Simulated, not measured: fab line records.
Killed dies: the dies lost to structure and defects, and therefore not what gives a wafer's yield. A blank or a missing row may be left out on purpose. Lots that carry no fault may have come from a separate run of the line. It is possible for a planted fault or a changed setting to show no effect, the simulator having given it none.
Chamber matching ; flow sky130 ; SKY_CONTACT_CMP_04 on cmp-01: 4 sister chambers
The step polishes SiO2. 16 wafers are shown with their chamber, then 8 later ones without.

WAFERS PAIRED WITH THEIR CHAMBERS
wafer;chamber;motor_current_A (A);time_to_endpoint_s (s);edge_zone_pressure_frac
L946.2;2;10.7;87;0.996
L946.4;0;11.5;86;0.993
L946.5;3;10.2;83;0.992
L948.3;3;11.1;76;0.992
L948.4;1;11.4;78;1.001
L948.5;2;11.0;82;0.998
L957.2;0;11.8;87;0.998
L957.3;3;10.9;77;1.007
L957.6;1;11.5;86;1.001
L958.1;0;10.7;87;1.003
L958.4;1;10.9;87;0.993
L958.6;3;10.3;83;1.006
L959.1;3;10.9;82;1.004
L959.2;1;11.4;89;0.997
L959.4;2;10.8;86;1.000
L960.2;0;11.4;83;0.999

SIGNATURES, as means of the wafers listed above
reading;chamber 0;chamber 1;chamber 2;chamber 3;scatter within a chamber
motor_current_A;11.350;11.300;10.833;10.680;0.361
time_to_endpoint_s;85.75;85.00;85.00;80.20;3.43
edge_zone_pressure_frac;0.99825;0.99800;0.99800;1.00020;0.00526
Rule: for a wafer and a chamber, the distance is found by dividing, reading by reading, the gap between the wafer's reading and the chamber's mean by the reading's scatter, squaring, summing and taking the root. If the next closest chamber is less than 2 further off than the closest, the wafer can't be placed; otherwise it belongs to the closest. The scatter: take each reading less its chamber's mean, square it, sum over the shown wafers, divide by the number of wafers less the number of chambers, and take the root.

WAFERS WHOSE CHAMBER IS MISSING
wafer;motor_current_A (A);time_to_endpoint_s (s);edge_zone_pressure_frac
L960.4;11.1;77;0.999
L960.5;10.9;91;0.998
L963.2;11.1;85;0.998
L963.3;11.1;79;1.001
L963.6;11.2;87;1.002
L967.2;10.5;79;1.006
L967.3;11.5;84;1.006
L967.6;11.1;83;1.008

THE CHAMBER EACH PASSED THROUGH
wafer;from the rows above;in truth
L960.4;can't be placed: 3 or 1 or 2 or 0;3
L960.5;can't be placed: 2 or 0 or 1 or 3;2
L963.2;can't be placed: 1 or 0 or 2 or 3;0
L963.3;can't be placed: 3 or 1 or 2 or 0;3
L963.6;can't be placed: 0 or 1 or 2 or 3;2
L967.2;can't be placed: 3 or 2 or 1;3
L967.3;can't be placed: 0 or 1 or 2 or 3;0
L967.6;can't be placed: 3 or 1 or 2 or 0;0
Correctly placed: 0 of 8. These rows do not allow placing 8 (true chamber among the candidates in 8). Number placed wrongly: 0.
